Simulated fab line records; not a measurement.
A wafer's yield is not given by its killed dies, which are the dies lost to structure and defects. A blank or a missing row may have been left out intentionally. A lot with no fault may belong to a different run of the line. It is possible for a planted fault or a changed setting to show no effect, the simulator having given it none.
Which of the tools did it? / flow gf180mcu / 39 wafers from 13 lots sampled at 5 of the route's 602 steps

WHAT EACH GAUGE READ, for each wafer
GF_M4_THK_MEAS_06: measures by xrf. Usual: M4_ALCU_THK gives 453 nm (standard deviation 5.9).
lot=L472; measured=day 22 19:43; on=film metro-03; M4_ALCU_THK (nm)=453 455 443; flag=
lot=L474; measured=day 23 09:49; on=film metro-02; M4_ALCU_THK (nm)=457 460 453; flag=
lot=L477; measured=day 24 21:45; on=film metro-02; M4_ALCU_THK (nm)=461 458 458; flag=
lot=L478; measured=day 25 03:04; on=film metro-02; M4_ALCU_THK (nm)=456 453 454; flag=
lot=L480; measured=day 25 16:24; on=film metro-03; M4_ALCU_THK (nm)=444 449 451; flag=
lot=L487; measured=day 27 18:28; on=film metro-01; M4_ALCU_THK (nm)=455 453 453; flag=
lot=L488; measured=day 28 03:08; on=film metro-02; M4_ALCU_THK (nm)=462 463 467; flag=
lot=L489; measured=day 28 11:15; on=film metro-02; M4_ALCU_THK (nm)=459 460 458; flag=
lot=L490; measured=day 28 17:40; on=film metro-02; M4_ALCU_THK (nm)=451 449 452; flag=
lot=L491; measured=day 28 19:22; on=film metro-03; M4_ALCU_THK (nm)=449 450 452; flag=
lot=L492; measured=day 29 02:23; on=film metro-01; M4_ALCU_THK (nm)=439 446 440; flag=
lot=L493; measured=day 29 10:44; on=film metro-01; M4_ALCU_THK (nm)=455 447 446; flag=
lot=L494; measured=day 30 01:20; on=film metro-02; M4_ALCU_THK (nm)=456 458 455; flag=

GF_V4_THK_MEAS_01. Usual: V4_CVD_00_THK gives 598 nm (standard deviation 5.3).
lot=L472; measured=day 23 19:13; on=film metro-03; V4_CVD_00_THK (nm)=603 602 602; flag=
lot=L474; measured=day 24 08:05; on=film metro-01; V4_CVD_00_THK (nm)=585 590 592; flag=
lot=L477; measured=day 25 18:46; on=film metro-01; V4_CVD_00_THK (nm)=471 477 475; flag=OFF
lot=L478; measured=day 26 00:23; on=film metro-03; V4_CVD_00_THK (nm)=607 598 607; flag=
lot=L480; measured=day 26 14:50; on=film metro-01; V4_CVD_00_THK (nm)=476 476 475; flag=OFF
lot=L487; measured=day 28 14:23; on=film metro-03; V4_CVD_00_THK (nm)=592 594 600; flag=
lot=L488; measured=day 28 22:27; on=film metro-04; V4_CVD_00_THK (nm)=597 589 593; flag=
lot=L489; measured=day 29 06:36; on=film metro-03; V4_CVD_00_THK (nm)=602 610 601; flag=
lot=L490; measured=day 29 12:54; on=film metro-04; V4_CVD_00_THK (nm)=594 596 590; flag=
lot=L491; measured=day 29 14:56; on=film metro-01; V4_CVD_00_THK (nm)=605 596 601; flag=
lot=L492; measured=day 29 21:46; on=film metro-01; V4_CVD_00_THK (nm)=604 595 595; flag=
lot=L493; measured=day 30 05:58; on=film metro-03; V4_CVD_00_THK (nm)=602 604 596; flag=
lot=L494; measured=day 30 20:17; on=film metro-01; V4_CVD_00_THK (nm)=598 596 601; flag=

GF_V4_OVL_MEAS_15. Usual: V4_OVL gives 2 nm (standard deviation 5.7).
lot=L472; measured=day 24 18:20; on=overlay-01; V4_OVL (nm)=5 -7 0; flag=
lot=L474; measured=day 25 06:13; on=overlay-01; V4_OVL (nm)=13 0 4; flag=
lot=L477; measured=day 26 18:55; on=overlay-02; V4_OVL (nm)=-5 -5 -7; flag=
lot=L478; measured=day 26 21:29; on=overlay-01; V4_OVL (nm)=-3 -4 -2; flag=
lot=L480; measured=day 27 11:35; on=overlay-02; V4_OVL (nm)=1 -1 -3; flag=
lot=L487; measured=day 29 10:19; on=overlay-01; V4_OVL (nm)=-1 -1 -1; flag=
lot=L488; measured=day 29 17:29; on=overlay-02; V4_OVL (nm)=10 5 5; flag=
lot=L489; measured=day 30 01:31; on=overlay-02; V4_OVL (nm)=2 -7 -6; flag=
lot=L490; measured=day 30 08:49; on=overlay-01; V4_OVL (nm)=-1 5 -6; flag=
lot=L491; measured=day 30 10:04; on=overlay-02; V4_OVL (nm)=6 -4 2; flag=
lot=L492; measured=day 30 16:25; on=overlay-01; V4_OVL (nm)=0 3 -1; flag=
lot=L493; measured=day 31 00:55; on=overlay-02; V4_OVL (nm)=13 9 11; flag=
lot=L494; measured=day 31 14:37; on=overlay-02; V4_OVL (nm)=3 8 0; flag=

TOOL THAT RAN EACH LOT (tool first, then ch and the chambers of the sampled wafers, then the start)
lot=L472; GF_V4_CVD_00=hdpcvd-01 ch 1,2, day 23 19:07; GF_V4_CVD_02=pecvd-03 ch 0,2, day 23 19:15
lot=L474; GF_V4_CVD_00=hdpcvd-02 ch 1,2, day 24 08:00; GF_V4_CVD_02=pecvd-04 ch 0,2, day 24 08:08
lot=L477; GF_V4_CVD_00=hdpcvd-02 ch 0,2, day 25 18:42; GF_V4_CVD_02=pecvd-03 ch 0,1, day 25 18:50
lot=L478; GF_V4_CVD_00=hdpcvd-01 ch 0,1, day 26 00:18; GF_V4_CVD_02=pecvd-03 ch 0,1,2, day 26 00:26
lot=L480; GF_V4_CVD_00=hdpcvd-02 ch 0,1,2, day 26 14:45; GF_V4_CVD_02=pecvd-01 ch 0,1,2, day 26 14:53
lot=L487; GF_V4_CVD_00=hdpcvd-01 ch 0,1,2, day 28 14:19; GF_V4_CVD_02=pecvd-01 ch 0,1, day 28 14:26
lot=L488; GF_V4_CVD_00=hdpcvd-02 ch 0,1,2, day 28 22:22; GF_V4_CVD_02=pecvd-03 ch 1,2, day 28 22:30
lot=L489; GF_V4_CVD_00=hdpcvd-02 ch 0,1,2, day 29 06:32; GF_V4_CVD_02=pecvd-01 ch 0,1,2, day 29 06:40
lot=L490; GF_V4_CVD_00=hdpcvd-02 ch 0,1, day 29 12:50; GF_V4_CVD_02=pecvd-04 ch 0,1, day 29 12:58
lot=L491; GF_V4_CVD_00=hdpcvd-01 ch 1,2, day 29 14:52; GF_V4_CVD_02=pecvd-03 ch 0,2, day 29 14:59
lot=L492; GF_V4_CVD_00=hdpcvd-02 ch 0,1,2, day 29 21:42; GF_V4_CVD_02=pecvd-01 ch 0,1,2, day 29 21:50
lot=L493; GF_V4_CVD_00=hdpcvd-01 ch 0,1,2, day 30 05:53; GF_V4_CVD_02=pecvd-04 ch 0,1, day 30 06:01
lot=L494; GF_V4_CVD_00=hdpcvd-02 ch 0,1,2, day 30 20:13; GF_V4_CVD_02=pecvd-04 ch 1,2, day 30 20:20
- GF_V4_CVD_00: deposits SiO2, target thk 600 nm, time 100 s.
- GF_V4_CVD_02: deposits SiO2 from TEOS, target thk 850 nm, time 94.851 s.

WHAT THE TOOLS THEMSELVES READ (means of the sampled wafers that have a number; where no wafer has one, the mark that the record gives instead)
GF_V4_CVD_00. Usual: sih4 flow sccm at 60.03 sccm, with a standard deviation of 0.16.
lot=L472; tool=hdpcvd-01; sih4 flow sccm (sccm)=59.91; flag=
lot=L474; tool=hdpcvd-02; sih4 flow sccm (sccm)=59.91; flag=
lot=L477; tool=hdpcvd-02; sih4 flow sccm (sccm)=48.22; flag=OFF
lot=L478; tool=hdpcvd-01; sih4 flow sccm (sccm)=60.03; flag=
lot=L480; tool=hdpcvd-02; sih4 flow sccm (sccm)=48.08; flag=OFF
lot=L487; tool=hdpcvd-01; sih4 flow sccm (sccm)=60.04; flag=
lot=L488; tool=hdpcvd-02; sih4 flow sccm (sccm)=59.96; flag=
lot=L489; tool=hdpcvd-02; sih4 flow sccm (sccm)=59.98; flag=
lot=L490; tool=hdpcvd-02; sih4 flow sccm (sccm)=60.12; flag=
lot=L491; tool=hdpcvd-01; sih4 flow sccm (sccm)=60.03; flag=
lot=L492; tool=hdpcvd-02; sih4 flow sccm (sccm)=59.88; flag=
lot=L493; tool=hdpcvd-01; sih4 flow sccm (sccm)=60.05; flag=
lot=L494; tool=hdpcvd-02; sih4 flow sccm (sccm)=60.11; flag=

GF_V4_CVD_02. Usual: heater power w at 635 W, with a standard deviation of 66.
lot=L472; tool=pecvd-03; heater power w (W)=617; flag=
lot=L474; tool=pecvd-04; heater power w (W)=694; flag=
lot=L477; tool=pecvd-03; heater power w (W)=604; flag=
lot=L478; tool=pecvd-03; heater power w (W)=639; flag=
lot=L480; tool=pecvd-01; heater power w (W)=676; flag=
lot=L487; tool=pecvd-01; heater power w (W)=681; flag=
lot=L488; tool=pecvd-03; heater power w (W)=661; flag=
lot=L489; tool=pecvd-01; heater power w (W)=695; flag=
lot=L490; tool=pecvd-04; heater power w (W)=572; flag=
lot=L491; tool=pecvd-03; heater power w (W)=568; flag=
lot=L492; tool=pecvd-01; heater power w (W)=664; flag=
lot=L493; tool=pecvd-04; heater power w (W)=607; flag=
lot=L494; tool=pecvd-04; heater power w (W)=683; flag=

THE ANSWER, worked out from the rows above alone
Rule: take the mean of a lot's wafers that have a number; if it is more than 3 standard deviations from the usual mean, the lot is off. A lot without any number at a reading at which 4 lots or more have one is off too. All remaining lots with rows at the step are treated as sound. Order of review: gauges by route order, followed by the tools' own readings, for which a lot's mean as printed above is used. At the first step where some lot is off, the reading lying furthest off is the one used; lots without a number count as furthest.
Off: at GF_V4_THK_MEAS_01 (V4_CVD_00_THK), L477, L480.
A tool fits if, at a process step before that reading, it ran every lot that is off, and no sound lot after the first of them. The gauges at GF_V4_THK_MEAS_01 aren't tried: what is off there is off at GF_V4_CVD_00 too, on other tools, and a gauge's error can't cause that. Not one of the candidates tried fits.

WHAT THE SIMULATOR HAD PUT IN
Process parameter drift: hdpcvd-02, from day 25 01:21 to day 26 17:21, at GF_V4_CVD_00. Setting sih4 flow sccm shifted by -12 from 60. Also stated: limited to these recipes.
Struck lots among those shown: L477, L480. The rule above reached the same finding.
